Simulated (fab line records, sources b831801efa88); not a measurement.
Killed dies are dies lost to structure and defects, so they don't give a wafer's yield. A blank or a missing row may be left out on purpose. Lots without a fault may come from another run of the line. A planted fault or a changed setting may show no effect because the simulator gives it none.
fab line records | flow gf180mcu
record lots=14 wafers=42 last_day=34
route steps=602 shown HV_LDD@196 NSD@242 PSD@261
lots that met no fault: from a run of the same line without faults
start_h: hours from the record's first day to the start of the lot's first wafer shown | wait_h: hours since the lot's step before | " the same as in the row above | L1.1+2: a row that stands for several wafers | - no value, or no start given | * or withheld: withheld | < > ~ a bound
route shown NAME@n: a module of which the file shows steps, and the number in the route of the first | usual: mean/standard deviation of fault-free wafers | same: alike in all rows | chamber/n: place in a boat | sites: the reading at each site | _std_site: their standard deviation | _edge_site: outer sites' mean less inner sites' | radius_mm: how far each site lies from the wafer's centre | mask NAME#n: copy n | behind: the tool/chamber that last shaped the wafer | hold: why the lot was held/for how many hours/how that ended | device: the transistor (n, p or np) that didn't switch | end of line: the same wafers' tests at the end of the route | a step without rows: its recipe alone | killed: dies lost to structure and defects at the first sort, not the wafer's yield | map: a wafer's dies, x killed, . not, _ none there
set.NAME: the setting as run; set.NAME@STEP: as run at that earlier step | model.NAME: the simulator's own value behind a step, which no gauge read
steps of the route over a sample of lots; a table a step, a row a wafer
services: from which hour (start_h, from the record's first day; less than 0 if before it) a tool's chamber was out of use, for how many hours, and why
## steps
# step GF_HV_LDD_OVL_MEAS_20
# usual HV_LDD_01_OVL=1.0/1.4
# columns lot.wafer tool chamber start_h wait_h HV_LDD_01_OVL[nm]
L543.2 overlay-02 - 236.80 0.1 0.3
L543.4 " - " " 2.5
L543.5 " - " " 0.4
L544.2 overlay-01 - 242.42 0.1 -0.9
L544.4 " - " " -0.4
L544.5 " - " " 0.0
L546.1 overlay-01 - 264.79 0.1 2.7
L546.2 " - " " 2.4
L546.5 " - " " 5.0
L547.1 overlay-01 - 268.57 0.1 2.3
L547.2 " - " " 1.4
L547.6 " - " " 1.9
L550.1 overlay-02 - 287.24 0.1 0.7
L550.2 " - " " 1.8
L550.6 " - " " 0.7
L551.2 overlay-01 - 292.32 0.1 0.9
L551.4 " - " " 2.2
L551.6 " - " " -0.4
L552.1 overlay-01 - 303.09 0.1 2.0
L552.3 " - " " 2.0
L552.5 " - " " 2.0
L556.2 overlay-01 - 335.66 0.1 -1.9
L556.3 " - " " -0.3
L556.6 " - " " -0.3
L557.1 overlay-02 - 341.59 0.1 3.8
L557.2 " - " " 3.4
L557.5 " - " " 2.4
L558.1 overlay-02 - 349.84 0.1 0.3
L558.5 " - " " -0.2
L558.6 " - " " 1.8
L559.2 overlay-02 - 355.11 0.1 0.1
L559.4 " - " " 0.4
L559.5 " - " " 3.3
L562.1 overlay-01 - 382.89 0.1 3.5
L562.2 " - " " -0.5
L562.5 " - " " -0.6
L565.1 overlay-02 - 399.66 0.1 2.8
L565.2 " - " " 2.5
L565.3 " - " " 0.6
L566.4 overlay-01 - 407.93 0.1 -0.6
L566.5 " - " " 2.0
L566.6 " - " " -0.2
# step GF_HV_LDD_IMPLANT_36
# recipe species=P energy_kev=60 dose_cm2=7.5e+12 tilt_deg=30 rotation_deg=270
# usual dose_ions_cm2=7.5e+12/8.6e+09 faraday_current_uA=42.3/0.83
# columns lot.wafer tool chamber start_h wait_h dose_ions_cm2 faraday_current_uA
L543.2 implanter-04 0 256.32 0.1 7.495e+12 42.3
L543.4 " 0 " " 7.501e+12 40.6
L543.5 " 0 " " 7.501e+12 42.9
L544.2 implanter-04 0 261.52 0.1 7.491e+12 42.4
L544.4 " 0 " " 7.485e+12 43.0
L544.5 " 0 " " 7.496e+12 43.0
L546.1 implanter-04 0 284.65 0.1 7.504e+12 41.7
L546.2 " 0 " " 7.515e+12 42.1
L546.5 " 0 " " 7.504e+12 42.3
L547.1 implanter-03 0 288.75 0.1 7.502e+12 42.0
L547.2 " 0 " " 7.5e+12 43.1
L547.6 " 0 " " 7.498e+12 41.0
L550.1 implanter-02 0 308.00 0.1 7.51e+12 42.5
L550.2 " 0 " " 7.521e+12 41.3
L550.6 " 0 " " 7.499e+12 41.8
L551.2 implanter-03 0 313.26 0.1 7.509e+12 42.1
L551.4 " 0 " " 7.506e+12 42.8
L551.6 " 0 " " 7.517e+12 42.5
L552.1 implanter-02 0 324.13 0.1 7.499e+12 42.1
L552.3 " 0 " " 7.492e+12 41.3
L552.5 " 0 " " 7.495e+12 41.4
L556.2 implanter-03 0 358.13 0.1 5.765e+12 32.5
L556.3 " 0 " " 5.771e+12 32.4
L556.6 " 0 " " 5.774e+12 32.2
L557.1 implanter-03 0 363.90 0.1 5.766e+12 32.2
L557.2 " 0 " " 5.769e+12 32.0
L557.5 " 0 " " 5.771e+12 32.3
L558.1 implanter-04 0 372.40 0.1 7.496e+12 42.6
L558.5 " 0 " " 7.492e+12 42.1
L558.6 " 0 " " 7.493e+12 43.0
L559.2 implanter-04 0 377.82 0.1 7.493e+12 42.8
L559.4 " 0 " " 7.492e+12 42.8
L559.5 " 0 " " 7.496e+12 43.2
L562.1 implanter-04 0 407.15 0.1 7.486e+12 41.3
L562.2 " 0 " " 7.5e+12 41.6
L562.5 " 0 " " 7.48e+12 43.0
L565.1 implanter-02 0 423.19 0.1 7.49e+12 42.5
L565.2 " 0 " " 7.48e+12 41.9
L565.3 " 0 " " 7.497e+12 42.3
L566.4 implanter-03 0 431.97 0.1 7.497e+12 41.3
L566.5 " 0 " " 7.509e+12 42.6
L566.6 " 0 " " 7.499e+12 42.1
# step GF_HV_LDD_RS_MEAS_53
# recipe thk_meas_gauge=four-point-probe
# usual HV_LDD_RS=418.6/1.1
# columns lot.wafer tool chamber start_h wait_h HV_LDD_RS[ohm/sq]
L543.2 film_metro-01 - 275.84 0.1 418.1
L543.4 " - " " 418.7
L543.5 " - " " 418.2
L544.2 film_metro-04 - 282.08 0.1 418.9
L544.4 " - " " 419.3
L544.5 " - " " 418.7
L546.1 film_metro-02 - 305.63 0.1 416.0
L546.2 " - " " 416.9
L546.5 " - " " 416.6
L547.1 film_metro-04 - 309.53 0.1 416.3
L547.2 " - " " 418.0
L547.6 " - " " 416.6
L550.1 film_metro-01 - 329.18 0.1 416.6
L550.2 " - " " 417.3
L550.6 " - " " 416.9
L551.2 film_metro-02 - 334.70 0.1 418.7
L551.4 " - " " 418.2
L551.6 " - " " 418.1
L552.1 film_metro-01 - 346.13 0.1 418.2
L552.3 " - " " 417.7
L552.5 " - " " 419.4
L556.2 film_metro-01 - 380.28 0.1 425.4
L556.3 " - " " 425.2
L556.6 " - " " 424.4
L557.1 film_metro-01 - 387.08 0.1 424.4
L557.2 " - " " 423.0
L557.5 " - " " 424.2
L558.1 film_metro-01 - 395.69 0.1 420.9
L558.5 " - " " 420.0
L558.6 " - " " 420.4
L559.2 film_metro-02 - 400.49 0.1 418.2
L559.4 " - " " 418.0
L559.5 " - " " 418.9
L562.1 film_metro-02 - 431.33 0.1 418.3
L562.2 " - " " 418.8
L562.5 " - " " 418.4
L565.1 film_metro-02 - 447.96 0.1 417.7
L565.2 " - " " 418.1
L565.3 " - " " 418.0
L566.4 film_metro-01 - 456.92 0.1 417.8
L566.5 " - " " 417.3
L566.6 " - " " 419.3
# step GF_NSD_CD_MEAS_07
# recipe target_cd_nm=400
# usual cd_nm=400.3/2.8
# columns lot.wafer tool chamber start_h wait_h cd_nm
L543.2 cd_sem-02 - 300.12 0.1 393.7
L543.4 " - " " 396.8
L543.5 " - " " 396.5
L544.2 cd_sem-01 - 304.85 0.1 403.6
L544.4 " - " " 406.1
L544.5 " - " " 407.0
L546.1 cd_sem-02 - 328.65 0.1 403.6
L546.2 " - " " 406.3
L546.5 " - " " 402.3
L547.1 cd_sem-01 - 333.08 0.1 400.3
L547.2 " - " " 400.7
L547.6 " - " " 398.7
L550.1 cd_sem-01 - 352.72 0.1 399.0
L550.2 " - " " 399.5
L550.6 " - " " 399.2
L551.2 cd_sem-02 - 358.85 0.1 403.1
L551.4 " - " " 402.9
L551.6 " - " " 401.7
L552.1 cd_sem-01 - 370.92 0.1 399.8
L552.3 " - " " 398.3
L552.5 " - " " 401.1
L556.2 cd_sem-01 - 405.64 0.1 396.5
L556.3 " - " " 397.9
L556.6 " - " " 398.3
L557.1 cd_sem-01 - 412.79 0.1 400.7
L557.2 " - " " 399.2
L557.5 " - " " 399.3
L558.1 cd_sem-01 - 423.08 0.1 400.7
L558.5 " - " " 401.9
L558.6 " - " " 400.3
L559.2 cd_sem-01 - 428.28 0.2 402.5
L559.4 " - " " 403.9
L559.5 " - " " 402.8
L562.1 cd_sem-01 - 460.07 0.1 400.8
L562.2 " - " " 401.9
L562.5 " - " " 399.9
L565.1 cd_sem-02 - 474.72 0.1 403.5
L565.2 " - " " 404.2
L565.3 " - " " 402.6
L566.4 cd_sem-02 - 483.30 0.1 398.8
L566.5 " - " " 398.5
L566.6 " - " " 400.1
# step GF_PSD_RTA_13
# recipe temp_c=1025 time_s=20 ambient=N2
# usual lamp_power_pct=30.24/0.26 wafer_temp_C_max=1027.8/0.78
# columns lot.wafer tool chamber start_h wait_h lamp_power_pct wafer_temp_C_max
L543.2 rtp_anneal-02 0 320.89 0.0 30.44 1028.0
L543.4 " 0 " " 30.48 1027.7
L543.5 " 0 " " 30.48 1029.1
L544.2 rtp_anneal-02 0 326.22 0.0 30.46 1027.9
L544.4 " 0 " " 30.36 1028.3
L544.5 " 0 " " 30.44 1028.9
L546.1 rtp_anneal-02 0 350.90 0.0 30.48 1028.6
L546.2 " 0 " " 30.49 1028.1
L546.5 " 0 " " 30.51 1028.3
L547.1 rtp_anneal-01 0 356.11 0.0 29.93 1027.3
L547.2 " 0 " " 29.89 1028.5
L547.6 " 0 " " 29.93 1027.1
L550.1 rtp_anneal-02 0 375.54 0.0 30.46 1029.3
L550.2 " 0 " " 30.44 1028.1
L550.6 " 0 " " 30.45 1029.0
L551.2 rtp_anneal-01 0 381.71 0.0 29.92 1027.5
L551.4 " 0 " " 29.88 1027.8
L551.6 " 0 " " 29.94 1027.8
L552.1 rtp_anneal-01 0 394.54 0.0 29.96 1027.3
L552.3 " 0 " " 29.97 1028.5
L552.5 " 0 " " 29.92 1027.7
L556.2 rtp_anneal-02 0 429.98 0.0 30.46 1027.9
L556.3 " 0 " " 30.48 1028.6
L556.6 " 0 " " 30.48 1027.8
L557.1 rtp_anneal-02 0 437.42 0.0 30.48 1028.3
L557.2 " 0 " " 30.48 1027.5
L557.5 " 0 " " 30.43 1028.0
L558.1 rtp_anneal-02 0 448.24 0.0 30.46 1027.9
L558.5 " 0 " " 30.45 1028.4
L558.6 " 0 " " 30.47 1027.1
L559.2 rtp_anneal-02 0 453.39 0.0 30.46 1027.9
L559.4 " 0 " " 30.47 1027.8
L559.5 " 0 " " 30.49 1028.4
L562.1 rtp_anneal-02 0 484.51 0.0 30.49 1027.7
L562.2 " 0 " " 30.48 1027.8
L562.5 " 0 " " 30.50 1027.1
L565.1 rtp_anneal-01 0 498.65 0.0 29.97 1027.0
L565.2 " 0 " " 29.91 1026.9
L565.3 " 0 " " 29.97 1027.6
L566.4 rtp_anneal-01 0 508.05 0.0 29.97 1026.7
L566.5 " 0 " " 29.93 1026.9
L566.6 " 0 " " 29.98 1026.7
## services
# columns tool chamber start_h hours kind
implanter-04 - 265.92 7.7 pm
implanter-02 - 275.51 3.8 repair
implanter-02 - 289.94 2.6 repair
implanter-02 - 298.69 3.2 repair
rtp_anneal-01 - 314.51 12.7 pm
implanter-02 - 347.37 61.8 pm
implanter-03 - 347.51 2.8 repair
rtp_anneal-01 - 353.46 2.1 pm
implanter-03 - 412.80 4.5 pm
implanter-03 - 426.00 2.2 repair
implanter-02 - 436.90 1.2 repair
implanter-02 - 441.62 2.3 repair
implanter-04 - 464.50 1.8 repair
implanter-02 - 465.12 3.7 pm
implanter-04 - 487.34 4.8 pm
implanter-04 - 503.47 6.4 repair
## key
first_sign step=GF_HV_LDD_IMPLANT_36 reading=dose_ions_cm2 direction=down sigmas=99+ usual=7.5e+12 struck=5.769e+12
effect step=GF_HV_LDD_IMPLANT_36 reading=faraday_current_uA direction=down sigmas=12 usual=42.3 struck=32.3
effect step=GF_HV_LDD_RS_MEAS_53 reading=HV_LDD_RS direction=up sigmas=5.2 usual=418.6 struck=424.4
met_at GF_HV_LDD_IMPLANT_36
struck_lots L556,L557
tester_left_out L556,L557
not_acting_at GF_HV_LDD_OVL_MEAS_20,GF_NSD_CD_MEAS_07,GF_PSD_RTA_13
onset_between 313.26 358.13
fault kind=process_parameter_drift tool=implanter-03 chamber=- onset_h=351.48 steps=GF_HV_LDD_IMPLANT_36 channel=dose_cm2 offset=-1.7347e+12 shape=step end_h=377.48 acts_in=these_recipes_only stated=7.5e+12
# tester_left_out: of these lots the tester's yield and bins aren't shown, on N5 and GAA mostly nor the transistor test; their killed dies are dies lost to structure and defects alone, not to doping, threshold or leakage, so they don't give the yield
